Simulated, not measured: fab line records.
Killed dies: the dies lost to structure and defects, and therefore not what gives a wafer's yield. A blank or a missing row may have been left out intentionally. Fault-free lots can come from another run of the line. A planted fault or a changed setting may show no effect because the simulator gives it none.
fab line records -- flow gf180mcu
[record] lots = 13, wafers = 39, last_day = 34
route steps=602 shown VT_IMPLANT@109 HV_LDD@187 M1@316
lots that met no fault: from a run of the same line without faults
start_h: hours from the record's opening day to when the first of the lot's shown wafers began -- wait_h: time in hours since the lot's previous step -- " unchanged from the row above -- L1.1+2: a row that stands for several wafers -- - value missing, or start not given -- * or withheld: withheld -- < > ~ a bound
route shown NAME@n: names a module that has steps shown in the file, with the first one's number in the route -- usual: average and standard deviation across the fault-free wafers -- same: alike in all rows -- chamber/n: place in a boat -- sites: readings site by site -- _std_site: standard deviation of those values -- _edge_site: inner sites' mean taken away from outer sites' mean -- radius_mm: how far each site lies from the wafer's centre -- mask NAME#n: copy n -- behind: the tool/chamber that last shaped the wafer -- hold: why the lot was held/for how many hours/how that ended -- device: the n, p or np transistor that did not switch -- end of line: the same wafers' tests at the end of the route -- a step with no rows: only its recipe -- killed: dies that structure and defects cost at the first sort, which is not the same as the wafer's yield -- map: shows each die of a wafer: x if killed, . if not, _ if none is there
set.NAME: setting as actually run; set.NAME@STEP: the setting as run at that earlier step -- model.NAME: the simulator's own value behind a step, which no gauge read
the route's steps for a sample of lots (tables are steps, rows are wafers)
services: the hour from which a tool's chamber was out of use, counted from the record's first day as start_h (under 0 if before that day), plus the number of hours and why
[[steps]]
[step GF_VT_IMPLANT_IMPLANT_19]
[recipe] species = As, energy_kev = 100, dose_cm2 = 4.35e+12, tilt_deg = 7
[usual] dose_ions_cm2 = 4.35e+12/4.7e+09, faraday_current_uA = 24.6/0.48, tilt_deg = 7.002/0.022
lot.wafer,tool,chamber,start_h,wait_h,dose_ions_cm2,faraday_current_uA,tilt_deg
L566.1,implanter-01,0,124.42,0.0,4.349e+12,24.2,7.061
L566.3,implanter-01,0,124.42,0.0,4.352e+12,24.5,7.029
L566.5,implanter-01,0,124.42,0.0,4.352e+12,24.6,7.010
L567.1,implanter-01,0,131.58,0.0,4.353e+12,25.1,6.988
L567.4,implanter-01,0,131.58,0.0,4.353e+12,24.3,6.998
L567.6,implanter-01,0,131.58,0.0,4.354e+12,24.1,6.980
L568.2,implanter-02,0,136.94,0.0,4.345e+12,23.9,6.982
L568.3,implanter-02,0,136.94,0.0,4.356e+12,24.7,7.013
L568.4,implanter-02,0,136.94,0.0,4.345e+12,24.2,7.025
L569.1,implanter-04,0,142.03,0.0,4.349e+12,23.3,7.021
L569.2,implanter-04,0,142.03,0.0,4.344e+12,24.5,7.039
L569.3,implanter-04,0,142.03,0.0,4.352e+12,24.4,7.036
L570.1,implanter-04,0,153.08,0.0,4.355e+12,24.8,7.002
L570.3,implanter-04,0,153.08,0.0,4.343e+12,24.2,6.990
L570.6,implanter-04,0,153.08,0.0,4.345e+12,24.2,7.001
L573.2,implanter-04,0,175.81,0.0,4.35e+11,2.4,7.030
L573.3,implanter-04,0,175.81,0.0,4.36e+11,2.5,7.004
L573.5,implanter-04,0,175.81,0.0,4.31e+11,2.5,6.999
L574.3,implanter-04,0,180.43,0.1,4.28e+11,2.5,6.974
L574.4,implanter-04,0,180.43,0.1,4.36e+11,2.5,7.005
L574.6,implanter-04,0,180.43,0.1,4.29e+11,2.5,6.984
L582.3,implanter-02,0,228.22,0.1,4.347e+12,24.8,6.988
L582.5,implanter-02,0,228.22,0.1,4.349e+12,24.3,6.973
L582.6,implanter-02,0,228.22,0.1,4.342e+12,25.2,6.961
L584.3,implanter-02,0,237.92,0.1,4.349e+12,23.6,7.002
L584.4,implanter-02,0,237.92,0.1,4.344e+12,25.3,7.022
L584.5,implanter-02,0,237.92,0.1,4.343e+12,24.7,6.985
L585.1,implanter-02,0,247.47,0.0,4.347e+12,24.2,6.999
L585.5,implanter-02,0,247.47,0.0,4.344e+12,24.2,7.015
L585.6,implanter-02,0,247.47,0.0,4.339e+12,23.7,7.004
L586.1,implanter-02,0,254.83,0.0,4.344e+12,25.1,7.007
L586.2,implanter-02,0,254.83,0.0,4.349e+12,25.1,7.007
L586.4,implanter-02,0,254.83,0.0,4.36e+12,24.4,7.036
L587.2,implanter-02,0,259.95,0.0,4.353e+12,24.7,7.000
L587.3,implanter-02,0,259.95,0.0,4.352e+12,24.2,7.006
L587.5,implanter-02,0,259.95,0.0,4.349e+12,23.4,6.991
L589.1,implanter-02,0,271.32,0.0,4.356e+12,24.2,6.977
L589.3,implanter-02,0,271.32,0.0,4.356e+12,23.9,6.996
L589.6,implanter-02,0,271.32,0.0,4.356e+12,25.2,6.985
[step GF_VT_IMPLANT_TW_MEAS_21]
[usual] VT_IMPLANT_2_TW = 1203/8.8
lot.wafer,tool,chamber,start_h,wait_h,VT_IMPLANT_2_TW
L566.1,film_metro-01,-,124.67,0.1,1197
L566.3,film_metro-01,-,124.67,0.1,1202
L566.5,film_metro-01,-,124.67,0.1,1208
L567.1,film_metro-03,-,131.83,0.1,1196
L567.4,film_metro-03,-,131.83,0.1,1194
L567.6,film_metro-03,-,131.83,0.1,1194
L568.2,film_metro-01,-,137.18,0.1,1197
L568.3,film_metro-01,-,137.18,0.1,1199
L568.4,film_metro-01,-,137.18,0.1,1195
L569.1,film_metro-01,-,142.28,0.1,1202
L569.2,film_metro-01,-,142.28,0.1,1199
L569.3,film_metro-01,-,142.28,0.1,1201
L570.1,film_metro-02,-,153.33,0.1,1219
L570.3,film_metro-02,-,153.33,0.1,1219
L570.6,film_metro-02,-,153.33,0.1,1218
L573.2,film_metro-03,-,176.04,0.1,578
L573.3,film_metro-03,-,176.04,0.1,580
L573.5,film_metro-03,-,176.04,0.1,578
L574.3,film_metro-01,-,180.65,0.1,588
L574.4,film_metro-01,-,180.65,0.1,581
L574.6,film_metro-01,-,180.65,0.1,584
L582.3,film_metro-03,-,228.44,0.1,1199
L582.5,film_metro-03,-,228.44,0.1,1197
L582.6,film_metro-03,-,228.44,0.1,1200
L584.3,film_metro-01,-,238.14,0.1,1207
L584.4,film_metro-01,-,238.14,0.1,1205
L584.5,film_metro-01,-,238.14,0.1,1205
L585.1,film_metro-03,-,247.72,0.1,1197
L585.5,film_metro-03,-,247.72,0.1,1205
L585.6,film_metro-03,-,247.72,0.1,1198
L586.1,film_metro-01,-,255.08,0.1,1207
L586.2,film_metro-01,-,255.08,0.1,1200
L586.4,film_metro-01,-,255.08,0.1,1199
L587.2,film_metro-01,-,260.18,0.1,1202
L587.3,film_metro-01,-,260.18,0.1,1200
L587.5,film_metro-01,-,260.18,0.1,1202
L589.1,film_metro-01,-,271.57,0.1,1194
L589.3,film_metro-01,-,271.57,0.1,1194
L589.6,film_metro-01,-,271.57,0.1,1202
[step GF_HV_LDD_TW_MEAS_11]
[usual] HV_LDD_TW = 2398/27
lot.wafer,tool,chamber,start_h,wait_h,HV_LDD_TW
L566.1,film_metro-04,-,214.65,0.1,2375
L566.3,film_metro-04,-,214.65,0.1,2371
L566.5,film_metro-04,-,214.65,0.1,2372
L567.1,film_metro-01,-,222.73,0.1,2389
L567.4,film_metro-01,-,222.73,0.1,2388
L567.6,film_metro-01,-,222.73,0.1,2392
L568.2,film_metro-02,-,227.24,0.1,2453
L568.3,film_metro-02,-,227.24,0.1,2427
L568.4,film_metro-02,-,227.24,0.1,2435
L569.1,film_metro-01,-,233.75,0.1,2404
L569.2,film_metro-01,-,233.75,0.1,2407
L569.3,film_metro-01,-,233.75,0.1,2411
L570.1,film_metro-02,-,247.08,0.1,2412
L570.3,film_metro-02,-,247.08,0.1,2419
L570.6,film_metro-02,-,247.08,0.1,2415
L573.2,film_metro-02,-,274.41,0.1,2432
L573.3,film_metro-02,-,274.41,0.1,2444
L573.5,film_metro-02,-,274.41,0.1,2445
L574.3,film_metro-02,-,277.11,0.1,2450
L574.4,film_metro-02,-,277.11,0.1,2423
L574.6,film_metro-02,-,277.11,0.1,2438
L582.3,film_metro-02,-,334.95,0.1,2437
L582.5,film_metro-02,-,334.95,0.1,2439
L582.6,film_metro-02,-,334.95,0.1,2445
L584.3,film_metro-01,-,346.02,0.1,2360
L584.4,film_metro-01,-,346.02,0.1,2378
L584.5,film_metro-01,-,346.02,0.1,2378
L585.1,film_metro-04,-,357.43,0.1,2392
L585.5,film_metro-04,-,357.43,0.1,2384
L585.6,film_metro-04,-,357.43,0.1,2379
L586.1,film_metro-01,-,366.08,0.1,2376
L586.2,film_metro-01,-,366.08,0.1,2373
L586.4,film_metro-01,-,366.08,0.1,2395
L587.2,film_metro-02,-,370.99,0.1,2431
L587.3,film_metro-02,-,370.99,0.1,2425
L587.5,film_metro-02,-,370.99,0.1,2406
L589.1,film_metro-04,-,383.68,0.1,2350
L589.3,film_metro-04,-,383.68,0.1,2361
L589.6,film_metro-04,-,383.68,0.1,2365
[step GF_M1_SPUTTER_01]
[recipe] material = TiN, target_thk_nm = 30, power_w = 6500, time_s = 25, chamber_pressure_pa = 0.4
[usual] throttle_valve_pct = 30.2/1.2
lot.wafer,tool,chamber,start_h,wait_h,throttle_valve_pct
L566.1,pvd_sputter-02,-,360.63,0.1,31.3
L566.3,pvd_sputter-02,-,360.63,0.1,30.0
L566.5,pvd_sputter-02,-,360.63,0.1,31.0
L567.1,pvd_sputter-01,-,370.42,0.1,29.7
L567.4,pvd_sputter-01,-,370.42,0.1,29.9
L567.6,pvd_sputter-01,-,370.42,0.1,29.5
L568.2,pvd_sputter-03,-,379.43,0.1,28.2
L568.3,pvd_sputter-03,-,379.43,0.1,29.7
L568.4,pvd_sputter-03,-,379.43,0.1,28.5
L569.1,pvd_sputter-02,-,384.47,0.1,31.0
L569.2,pvd_sputter-02,-,384.47,0.1,32.4
L569.3,pvd_sputter-02,-,384.47,0.1,31.9
L570.1,pvd_sputter-02,-,399.74,0.1,32.3
L570.3,pvd_sputter-02,-,399.74,0.1,30.0
L570.6,pvd_sputter-02,-,399.74,0.1,32.5
L573.2,pvd_sputter-03,-,435.63,0.1,30.0
L573.3,pvd_sputter-03,-,435.63,0.1,28.3
L573.5,pvd_sputter-03,-,435.63,0.1,28.2
L574.3,pvd_sputter-01,-,437.55,0.1,30.3
L574.4,pvd_sputter-01,-,437.55,0.1,29.9
L574.6,pvd_sputter-01,-,437.55,0.1,30.3
L582.3,pvd_sputter-01,-,504.32,0.1,30.5
L582.5,pvd_sputter-01,-,504.32,0.1,29.9
L582.6,pvd_sputter-01,-,504.32,0.1,29.4
L584.3,pvd_sputter-01,-,517.64,0.1,30.6
L584.4,pvd_sputter-01,-,517.64,0.1,30.0
L584.5,pvd_sputter-01,-,517.64,0.1,29.7
L585.1,pvd_sputter-02,-,529.77,0.1,29.8
L585.5,pvd_sputter-02,-,529.77,0.1,30.9
L585.6,pvd_sputter-02,-,529.77,0.1,32.2
L586.1,pvd_sputter-01,-,539.38,0.1,30.4
L586.2,pvd_sputter-01,-,539.38,0.1,29.9
L586.4,pvd_sputter-01,-,539.38,0.1,29.7
L587.2,pvd_sputter-01,-,544.65,0.1,30.7
L587.3,pvd_sputter-01,-,544.65,0.1,30.1
L587.5,pvd_sputter-01,-,544.65,0.1,30.1
L589.1,pvd_sputter-03,-,556.22,0.1,29.5
L589.3,pvd_sputter-03,-,556.22,0.1,28.2
L589.6,pvd_sputter-03,-,556.22,0.1,28.1
[step GF_M1_THK_MEAS_06]
[recipe] thk_meas_gauge = xrf, reads = AlCu_of_M1_SPUTTER_02
[usual] M1_ALCU_THK = 456/5.1
lot.wafer,tool,chamber,start_h,wait_h,M1_ALCU_THK[nm]
L566.1,film_metro-01,-,360.87,0.1,449
L566.3,film_metro-01,-,360.87,0.1,440
L566.5,film_metro-01,-,360.87,0.1,445
L567.1,film_metro-03,-,370.67,0.1,459
L567.4,film_metro-03,-,370.67,0.1,460
L567.6,film_metro-03,-,370.67,0.1,458
L568.2,film_metro-03,-,379.68,0.1,458
L568.3,film_metro-03,-,379.68,0.1,455
L568.4,film_metro-03,-,379.68,0.1,455
L569.1,film_metro-02,-,384.71,0.1,457
L569.2,film_metro-02,-,384.71,0.1,456
L569.3,film_metro-02,-,384.71,0.1,454
L570.1,film_metro-02,-,399.98,0.1,460
L570.3,film_metro-02,-,399.98,0.1,453
L570.6,film_metro-02,-,399.98,0.1,463
L573.2,film_metro-02,-,435.88,0.1,463
L573.3,film_metro-02,-,435.88,0.1,461
L573.5,film_metro-02,-,435.88,0.1,458
L574.3,film_metro-01,-,437.81,0.1,454
L574.4,film_metro-01,-,437.81,0.1,460
L574.6,film_metro-01,-,437.81,0.1,458
L582.3,film_metro-01,-,504.58,0.1,456
L582.5,film_metro-01,-,504.58,0.1,454
L582.6,film_metro-01,-,504.58,0.1,461
L584.3,film_metro-02,-,517.90,0.1,457
L584.4,film_metro-02,-,517.90,0.1,461
L584.5,film_metro-02,-,517.90,0.1,460
L585.1,film_metro-02,-,530.01,0.1,447
L585.5,film_metro-02,-,530.01,0.1,453
L585.6,film_metro-02,-,530.01,0.1,455
L586.1,film_metro-03,-,539.62,0.1,464
L586.2,film_metro-03,-,539.62,0.1,458
L586.4,film_metro-03,-,539.62,0.1,465
L587.2,film_metro-01,-,544.90,0.1,453
L587.3,film_metro-01,-,544.90,0.1,455
L587.5,film_metro-01,-,544.90,0.1,462
L589.1,film_metro-03,-,556.46,0.1,461
L589.3,film_metro-03,-,556.46,0.1,455
L589.6,film_metro-03,-,556.46,0.1,455
[[services]]
tool,chamber,start_h,hours,kind
implanter-04,-,135.21,3.2,pm
pvd_sputter-01,-,150.40,20.2,repair
implanter-02,-,160.78,0.7,repair
implanter-01,-,160.79,26.8,pm
pvd_sputter-01,3,188.83,-,consumable_replace:kit
pvd_sputter-01,3,188.83,18.0,scheduled_down
pvd_sputter-02,-,188.91,8.5,repair
implanter-04,-,199.39,1.5,repair
implanter-01,-,201.29,30.0,repair
implanter-01,-,249.34,27.6,pm
implanter-04,-,256.91,1.6,pm
implanter-02,-,261.29,0.5,repair
pvd_sputter-02,-,268.32,3.0,repair
pvd_sputter-03,-,280.74,3.6,repair
implanter-02,-,292.27,1.7,repair
implanter-02,-,301.62,4.3,pm
implanter-04,-,311.04,5.4,repair
pvd_sputter-01,-,325.67,2.0,repair
implanter-04,-,372.52,7.6,repair
implanter-01,-,424.91,1.7,repair
implanter-01,-,440.48,3.8,pm
pvd_sputter-02,-,450.71,1.6,repair
pvd_sputter-02,-,483.15,5.4,repair
pvd_sputter-03,-,537.30,2.6,repair
[[key]]
[first_sign] step = GF_VT_IMPLANT_IMPLANT_19, reading = dose_ions_cm2, direction = down, sigmas = 99+, usual = 4.35e+12, struck = 4.33e+11
[effect] step = GF_VT_IMPLANT_IMPLANT_19, reading = faraday_current_uA, direction = down, sigmas = 46, usual = 24.6, struck = 2.5
[effect] step = GF_VT_IMPLANT_TW_MEAS_21, reading = VT_IMPLANT_2_TW, direction = down, sigmas = 71, usual = 1203, struck = 582
met_at GF_VT_IMPLANT_IMPLANT_19
struck_lots L573,L574
tester_left_out L573,L574
not_acting_at GF_HV_LDD_TW_MEAS_11,GF_M1_SPUTTER_01,GF_M1_THK_MEAS_06
onset_between 153.08 175.81
[fault] kind = process_parameter_drift, tool = implanter-04, chamber = -, onset_h = 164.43, steps = GF_VT_IMPLANT_IMPLANT_19, channel = dose_cm2, offset = -3.915e+12, shape = step, end_h = 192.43, acts_in = these_recipes_only, stated = 4.35e+12
// tester_left_out: of these lots the tester's yield and bins aren't shown, on N5 and GAA mostly nor the transistor test; their killed dies are dies lost to structure and defects alone, not to doping, threshold or leakage, so they don't give the yield
